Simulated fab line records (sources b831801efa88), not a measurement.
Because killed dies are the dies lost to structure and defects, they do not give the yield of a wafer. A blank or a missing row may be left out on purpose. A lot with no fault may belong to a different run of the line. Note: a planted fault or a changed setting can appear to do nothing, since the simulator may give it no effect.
Struck lot and sound lot, side by side + flow sfq line + 14 out of 325 route steps
Sound: wafers L870.2, L870.3, L870.5. Wafers struck: L882.3, L882.4, L882.5. The cause comes at the end.
At each step with rows: each side's tool, then ch and its chambers, then its first start. Under that, the readings that differ: sound wafers + struck wafers + difference of the means + sigmas: that difference in standard deviations of wafers without a fault.
alike: readings with means less than 2 such deviations apart, plus words and numbers identical on both sides. not compared: withheld readings, readings lacking a value on some wafer, bounds such as >300 that could conceal the same value, and numbers that have no deviation in the record and whose values overlap.
A row with sigmas, a row that says differs or no value, or rows on one side alone: a step with any of these is where the two part. Numbers that don't overlap but have no deviation are shown without sigmas and don't part them. A reading missing from all wafers of one side parts the sides only when that side holds two or more wafers.

first, 1 step without rows for these wafers: SFQ_TRILAYER_JJ_CE_LITHO_DEVELOP_116 (time 60 s).
SFQ_JJ_OVL_MEAS_931:
  sound on overlay-02, day 52 18:49; struck on overlay-01, day 67 05:22
  alike: J5_OVL
SFQ_TRILAYER_JJ_CE_METRO_MEASURE_117:
  sound on cd sem-01, day 52 19:02; struck on cd sem-01, day 67 05:47
  alike: cd nm
SFQ_TRILAYER_JJ_CE_BARC_OPEN_RIE_150: chemistry O2, target BARC, target depth 240 nm, time 80 s.
  sound on rie metal-04 ch 1, day 52 20:02; struck on rie metal-04 ch 0,1, day 67 06:37
  alike: bias w, drypump motor current A, oes product au
  not compared: rf hours counter h
SFQ_TRILAYER_JJ_CE_ETCH_RIE_118: chemistry SF6, target Nb, stops on Al2O3, time 97.7 s, target depth 170 nm.
  sound on rie metal-04 ch 1, day 52 20:08; struck on rie metal-04 ch 0,1, day 67 06:43
  alike: bias w, drypump motor current A, oes product au
  not compared: rf hours counter h
then, 1 step without rows for these wafers: SFQ_TRILAYER_JJ_ANODIZE_ANODIZE_119.
SFQ_TRILAYER_JJ_CE_STRIP_STRIP_120: strips in O2.
  sound on rie metal-01 ch 1, day 52 20:44; struck on rie metal-02 ch 0,1, day 67 07:29
  alike: drypump motor current A, oes product au
  not compared: rf hours counter h
then, 5 steps without rows for these wafers: SFQ_TRILAYER_JJ_CE_STRIP_SOLV_CLEAN_121 (cleans in NMP, time 600 s); SFQ_TRILAYER_M5_LITHO_COAT_128 (resist thk 62 nm); SFQ_TRILAYER_M5_LITHO_COAT_123 (resist thk 600 nm); SFQ_TRILAYER_M5_LITHO_SOFTBAKE_127; SFQ_TRILAYER_M5_LITHO_EXPOSE_124 (exposes mask M5, target cd 700 nm).
SFQ_TRILAYER_M5_LITHO_PEB_126: peb time 60 s.
  struck on litho track-02, day 67 10:56; sound on litho track-02 ch 0, day 58 11:04
  no value came back on the struck wafers for chill plate temp C (C), exhaust pa (Pa), resist line temp C (C); on the sound wafers chill plate temp C (C) reads 23.04 22.94 23.04
then, 1 step without rows for these wafers: SFQ_TRILAYER_M5_LITHO_DEVELOP_125 (time 60 s).

== WHERE THEY PART ==
Within this record, at SFQ_TRILAYER_M5_LITHO_PEB_126 only.

WHY: whatever the simulator had introduced
Step skipped in full: litho track-02, at SFQ_TRILAYER_M5_LITHO_PEB_126, from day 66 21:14 onward. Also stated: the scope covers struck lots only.
